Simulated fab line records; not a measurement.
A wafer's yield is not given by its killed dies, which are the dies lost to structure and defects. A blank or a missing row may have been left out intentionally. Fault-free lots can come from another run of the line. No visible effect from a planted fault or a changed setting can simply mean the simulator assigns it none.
Which of the tools did it? :: flow gf180mcu :: 13 lots with 39 wafers sampled at 2 steps, on a route of 602 steps

== WHAT THE GAUGES READ, wafer by wafer ==
GF_V5_THK_MEAS_03.
lot: L634
measured: day 25 23:13
on: film_metro-03
V5_CVD_02_THK (nm): 1432 1445 1443

lot: L637
measured: day 27 03:49
on: film_metro-03
V5_CVD_02_THK (nm): 1450 1468 1464

lot: L638
measured: day 27 08:29
on: film_metro-03
V5_CVD_02_THK (nm): 1436 1457 1456

lot: L643
measured: day 29 18:58
on: film_metro-02
V5_CVD_02_THK (nm): 1430 1431 1480

lot: L644
measured: day 30 04:11
on: film_metro-03
V5_CVD_02_THK (nm): 1436 1453 1446

lot: L650
measured: day 31 04:39
on: film_metro-03
V5_CVD_02_THK (nm): 1437 1448 1472

lot: L652
measured: day 31 15:44
on: film_metro-03
V5_CVD_02_THK (nm): 1436 1417 1446

lot: L651
measured: day 31 15:27
on: film_metro-03
V5_CVD_02_THK (nm): 1425 1435 1439

lot: L653
measured: day 31 21:29
on: film_metro-03
V5_CVD_02_THK (nm): 1446 1425 1437

lot: L654
measured: day 32 01:38
on: film_metro-04
V5_CVD_02_THK (nm): 1442 1450 1466

lot: L655
measured: day 32 07:07
on: film_metro-02
V5_CVD_02_THK (nm): 1438 1416 1446

lot: L656
measured: day 32 14:04
on: film_metro-02
V5_CVD_02_THK (nm): 1428 1466 1480

lot: L657
measured: day 32 21:29
on: film_metro-04
V5_CVD_02_THK (nm): 1436 1457 1457

== EACH LOT AND THE TOOL THAT RAN IT (in order: tool; ch and the chambers of the sampled wafers; start) ==
lot: L634
GF_MIM_SPUTTER_03: pvd_sputter-04, day 24 02:45

lot: L637
GF_MIM_SPUTTER_03: pvd_sputter-04, day 25 08:38

lot: L638
GF_MIM_SPUTTER_03: pvd_sputter-04, day 25 14:53

lot: L643
GF_MIM_SPUTTER_03: pvd_sputter-03, day 28 02:29

lot: L644
GF_MIM_SPUTTER_03: pvd_sputter-01, day 28 13:15

lot: L650
GF_MIM_SPUTTER_03: pvd_sputter-03, day 29 14:58

lot: L652
GF_MIM_SPUTTER_03: pvd_sputter-03, day 30 01:58

lot: L651
GF_MIM_SPUTTER_03: pvd_sputter-01, day 30 02:10

lot: L653
GF_MIM_SPUTTER_03: pvd_sputter-03, day 30 08:31

lot: L654
GF_MIM_SPUTTER_03: pvd_sputter-04, day 30 12:32

lot: L655
GF_MIM_SPUTTER_03: pvd_sputter-04, day 30 18:27

lot: L656
GF_MIM_SPUTTER_03: pvd_sputter-04, day 31 02:13

lot: L657
GF_MIM_SPUTTER_03: pvd_sputter-04, day 31 09:46
- GF_MIM_SPUTTER_03: material Ti, target thk 10 nm, time 6.7 s.

== WHAT THE TOOLS THEMSELVES READ (means of the sampled wafers that have a number; where no wafer has one, the mark that the record gives instead) ==
GF_MIM_SPUTTER_03.
lot: L634
tool: pvd_sputter-04
throttle_valve_pct (%): 31.0

lot: L637
tool: pvd_sputter-04
throttle_valve_pct (%): 30.1

lot: L638
tool: pvd_sputter-04
throttle_valve_pct (%): 30.3

lot: L643
tool: pvd_sputter-03
throttle_valve_pct (%): 30.2

lot: L644
tool: pvd_sputter-01
throttle_valve_pct (%): 30.1

lot: L650
tool: pvd_sputter-03
throttle_valve_pct (%): 30.3

lot: L652
tool: pvd_sputter-03
throttle_valve_pct (%): 30.2

lot: L651
tool: pvd_sputter-01
throttle_valve_pct (%): 29.8

lot: L653
tool: pvd_sputter-03
throttle_valve_pct (%): 29.6

lot: L654
tool: pvd_sputter-04
throttle_valve_pct (%): 30.1

lot: L655
tool: pvd_sputter-04
throttle_valve_pct (%): 30.8

lot: L656
tool: pvd_sputter-04
throttle_valve_pct (%): 30.2

lot: L657
tool: pvd_sputter-04
throttle_valve_pct (%): 30.2

== THE ANSWER, worked out from the rows above alone ==
Rule: usual is defined by the lots themselves. Put in order of their means at a reading, lots are off if they are a third of the lots or fewer, leave a main group of 4 or more, and stand apart from it by a gap of 3 or more times the standard deviation of the main group's means; of several such gaps the widest counts. If all means in a main group match to the digits the tables above print for the reading, that group is not used. Also off: a lot with no number at a reading for which 4 or more lots have one. Where the step has rows for the other lots, those lots are counted as sound. The gauges are gone through in route order, then the tools' own readings, and for those a lot's mean is taken as printed above. At the first step where some lot is off, the reading lying furthest off is the one used; lots without a number count as furthest.
None of the lots is off at any reading shown; this tells nothing.

== WHAT THE SIMULATOR PUT IN ==
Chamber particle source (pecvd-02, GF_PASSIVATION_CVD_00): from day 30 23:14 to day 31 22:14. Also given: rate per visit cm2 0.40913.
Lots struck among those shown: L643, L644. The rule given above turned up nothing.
